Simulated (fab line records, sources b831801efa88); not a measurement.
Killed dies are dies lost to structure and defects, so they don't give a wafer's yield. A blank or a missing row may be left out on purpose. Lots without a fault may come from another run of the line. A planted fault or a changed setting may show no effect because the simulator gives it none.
Which tool did it? | flow gf180mcu | 13 lots, 39 wafers sampled, at 5 steps of a route of 602

WHAT THE GAUGES READ, wafer by wafer
GF_DNWELL_TW_MEAS_09. Usual: DNWELL_TW 1348, standard deviation 13.
lot  | measured    | on            | DNWELL_TW      | flag
L477 | day 2 21:08 | film_metro-02 | 1347 1358 1348 |
L478 | day 3 00:14 | film_metro-02 | 1351 1351 1353 |
L481 | day 3 14:46 | film_metro-04 | 1322 1325 1316 |
L485 | day 4 14:51 | film_metro-04 | 1316 1325 1319 |
L486 | day 4 23:38 | film_metro-01 | 1357 1353 1362 |
L489 | day 5 11:35 | film_metro-02 | 1348 1355 1351 |
L491 | day 5 23:05 | film_metro-04 | 1341 1340 1339 |
L492 | day 6 04:47 | film_metro-01 | 1367 1365 1371 |
L494 | day 6 13:22 | film_metro-02 | 1342 1343 1337 |
L496 | day 6 23:02 | film_metro-04 | 1342 1340 1344 |
L498 | day 7 11:57 | film_metro-02 | 1350 1344 1345 |
L499 | day 7 16:25 | film_metro-04 | 1330 1332 1326 |
L500 | day 7 23:23 | film_metro-02 | 1362 1369 1364 |

GF_MVPSD_OVL_MEAS_07. Usual: MVPSD_OVL -0.6 nm, standard deviation 1.4.
lot  | measured     | on         | MVPSD_OVL (nm) | flag
L477 | day 5 01:57  | overlay-02 | 2.3 1.4 3.1    |
L478 | day 5 06:09  | overlay-02 | -2.2 -0.5 -0.8 |
L481 | day 5 22:13  | overlay-02 | -0.5 -0.9 -2.3 |
L485 | day 7 00:33  | overlay-02 | 1.1 -0.1 -0.1  |
L486 | day 7 10:25  | overlay-01 | 0.0 -1.2 -0.9  |
L489 | day 7 23:33  | overlay-02 | -0.6 -2.1 -1.2 |
L491 | day 8 13:54  | overlay-01 | 0.0 1.8 -0.8   |
L492 | day 8 18:54  | overlay-02 | -1.2 -0.8 0.8  |
L494 | day 9 06:57  | overlay-01 | 0.0 -0.5 -0.9  |
L496 | day 9 16:42  | overlay-02 | -2.3 -1.4 -0.5 |
L498 | day 10 06:45 | overlay-02 | -1.2 -1.5 -0.7 |
L499 | day 10 12:55 | overlay-02 | 2.1 1.2 -0.3   |
L500 | day 10 21:33 | overlay-02 | -1.8 -1.9 -2.8 |

GF_HV_LDD_CD_MEAS_07: target cd 400 nm. Usual: cd_nm 399.4 nm, standard deviation 2.1.
lot  | measured     | on        | cd_nm (nm)        | flag
L477 | day 10 01:03 | cd_sem-01 | 399.9 400.3 401.8 |
L478 | day 10 06:30 | cd_sem-01 | 400.9 401.0 401.5 |
L481 | day 11 01:36 | cd_sem-01 | 397.6 397.6 395.9 |
L485 | day 12 10:21 | cd_sem-02 | 395.9 397.7 397.4 |
L486 | day 12 23:46 | cd_sem-01 | 398.1 401.2 400.8 |
L489 | day 13 14:46 | cd_sem-01 | 395.8 393.1 395.8 |
L491 | day 14 13:03 | cd_sem-01 | 400.2 399.1 399.9 |
L492 | day 14 19:00 | cd_sem-02 | 399.8 397.9 400.4 |
L494 | day 15 07:29 | cd_sem-01 | 400.1 402.7 400.2 |
L496 | day 15 22:23 | cd_sem-02 | 398.8 400.9 399.4 |
L498 | day 16 18:23 | cd_sem-02 | 400.1 400.2 401.9 |
L499 | day 17 04:52 | cd_sem-02 | 397.6 399.9 396.6 |
L500 | day 17 13:21 | cd_sem-01 | 397.8 397.0 399.2 |

WHICH TOOL RAN EACH LOT (tool, then ch and the chambers of the sampled wafers, then the start)
lot  | GF_STI_ETCH_13                    | GF_STI_STRIP_15
L477 | rie_diel-03 ch 0,1,3, day 2 04:05 | plasma_asher-04 ch 0,1, day 2 04:15
L478 | rie_diel-03 ch 0,2, day 2 06:55   | plasma_asher-01 ch 0,1, day 2 07:04
L481 | rie_diel-03 ch 1,2,3, day 2 21:56 | plasma_asher-03 ch 0,1, day 2 22:05
L485 | rie_diel-03 ch 2,3, day 3 19:32   | plasma_asher-01 ch 0,1, day 3 19:41
L486 | rie_diel-02 ch 0,1,3, day 4 01:08 | plasma_asher-04 ch 0,1, day 4 01:19
L489 | rie_diel-01 ch 1,3, day 4 15:43   | plasma_asher-03 ch 0,1, day 4 15:53
L491 | rie_diel-03 ch 1,2,3, day 5 03:46 | plasma_asher-04 ch 0,1, day 5 03:55
L492 | rie_diel-03 ch 0,2,3, day 5 09:43 | plasma_asher-03 ch 0,1, day 5 09:53
L494 | rie_diel-01 ch 0,1, day 5 17:23   | plasma_asher-01 ch 0,1, day 5 17:34
L496 | rie_diel-03 ch 0,2,3, day 6 02:14 | plasma_asher-04 ch 0,1, day 6 02:23
L498 | rie_diel-03 ch 0,1,2, day 6 15:14 | plasma_asher-04 ch 0,1, day 6 15:23
L499 | rie_diel-01 ch 1,3, day 6 19:38   | plasma_asher-01 ch 0,1, day 6 19:47
L500 | rie_diel-03 ch 1,2,3, day 7 03:17 | plasma_asher-01 ch 0,1, day 7 03:26
- GF_STI_ETCH_13: etches the open film in CHF3/O2, stops on Si, target depth 282.31 nm, time 112.9 s.
- GF_STI_STRIP_15: strips in O2/N2.

WHAT THE TOOLS THEMSELVES READ (means of the sampled wafers that have a number; where no wafer has one, the mark that the record gives instead)
GF_STI_ETCH_13. Usual: drypump_motor_current_A 5.6 A, standard deviation 0.42; oes_product_au 0.831 a.u., standard deviation 0.0062; throttle_valve_pct 8.809 %, standard deviation 0.0085.
lot  | tool        | drypump_motor_current_A (A) | oes_product_au (a.u.) | throttle_valve_pct (%) | flag
L477 | rie_diel-03 | 5.2                         | 0.822                 | 8.804                  |
L478 | rie_diel-03 | 5.2                         | 0.829                 | 8.811                  |
L481 | rie_diel-03 | 5.3                         | 0.826                 | 8.808                  |
L485 | rie_diel-03 | 5.3                         | 0.836                 | 8.808                  |
L486 | rie_diel-02 | 5.7                         | 0.801                 | 8.810                  | OFF
L489 | rie_diel-01 | 6.2                         | 0.834                 | 8.806                  |
L491 | rie_diel-03 | 5.3                         | 0.835                 | 8.811                  |
L492 | rie_diel-03 | 5.3                         | 0.831                 | 8.808                  |
L494 | rie_diel-01 | 5.9                         | 0.819                 | 8.809                  |
L496 | rie_diel-03 | 5.3                         | 0.835                 | 8.805                  |
L498 | rie_diel-03 | 5.2                         | 0.833                 | 8.803                  |
L499 | rie_diel-01 | 6.3                         | 0.828                 | 8.804                  |
L500 | rie_diel-03 | 5.3                         | 0.836                 | 8.809                  |

GF_STI_STRIP_15. Usual: drypump_motor_current_A 5.61 A, standard deviation 0.3; heater_power_w 336 W, standard deviation 31; n2_flow_sccm 299.9 sccm, standard deviation 0.92; oes_product_au 0.383 a.u., standard deviation 0.0047; strip_time_to_endpoint_s 3.71 s, standard deviation 0.044.
lot  | tool            | drypump_motor_current_A (A) | heater_power_w (W) | n2_flow_sccm (sccm) | oes_product_au (a.u.) | strip_time_to_endpoint_s (s) | flag
L477 | plasma_asher-04 | 5.89                        | 323                | 300.5               | 0.389                 | 3.71                         |
L478 | plasma_asher-01 | 5.79                        | 316                | 300.8               | 0.383                 | 3.75                         |
L481 | plasma_asher-03 | 5.35                        | 340                | 300.9               | 0.375                 | 3.71                         |
L485 | plasma_asher-01 | 5.81                        | 323                | 300.1               | 0.380                 | 3.70                         |
L486 | plasma_asher-04 | 5.86                        | 347                | 300.5               | 0.375                 | 3.45                         | OFF
L489 | plasma_asher-03 | 5.36                        | 337                | 300.2               | 0.383                 | 3.74                         |
L491 | plasma_asher-04 | 5.87                        | 324                | 299.2               | 0.386                 | 3.75                         |
L492 | plasma_asher-03 | 5.34                        | 343                | 299.8               | 0.382                 | 3.71                         |
L494 | plasma_asher-01 | 5.79                        | 320                | 298.4               | 0.385                 | 3.73                         |
L496 | plasma_asher-04 | 5.87                        | 345                | 300.1               | 0.385                 | 3.74                         |
L498 | plasma_asher-04 | 5.89                        | 345                | 299.5               | 0.386                 | 3.71                         |
L499 | plasma_asher-01 | 5.80                        | 313                | 299.9               | 0.386                 | 3.79                         |
L500 | plasma_asher-01 | 5.56                        | 345                | 300.0               | 0.385                 | 3.65                         |

THE ANSWER, worked out from the rows above alone
Rule: a lot is off if the mean of its wafers that have a number lies more than 3 standard deviations from the usual mean. A lot without any number at a reading at which 4 lots or more have one is off too. The other lots that the step has rows for count as sound. The gauges are gone through in route order, then the tools' own readings, and for those a lot's mean is taken as printed above. The first step at which some lot is off is used, and at that step the reading that is off furthest; a lot without a number counts as furthest.
Off: L486, at GF_STI_ETCH_13 (oes_product_au).
A tool fits if, at that step or a process step before it, it ran every lot that is off, and no sound lot after the first of them. One fits: rie_diel-02 at GF_STI_ETCH_13. It ran no sound lot before its first lot that is off in this sample, so the start can't be narrowed down.
The tool's own readings at GF_STI_ETCH_13 bear it out: on the lots that are off they differ by more than 5 times the standard deviation of the sound lots' means. oes_product_au reads 0.801 a.u. there against 0.830 a.u. on the sound lots.

WHAT THE SIMULATOR HAD PUT IN
Process parameter drift: rie_diel-02, from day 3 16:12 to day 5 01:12, at GF_STI_ETCH_13. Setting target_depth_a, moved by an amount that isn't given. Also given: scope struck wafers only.
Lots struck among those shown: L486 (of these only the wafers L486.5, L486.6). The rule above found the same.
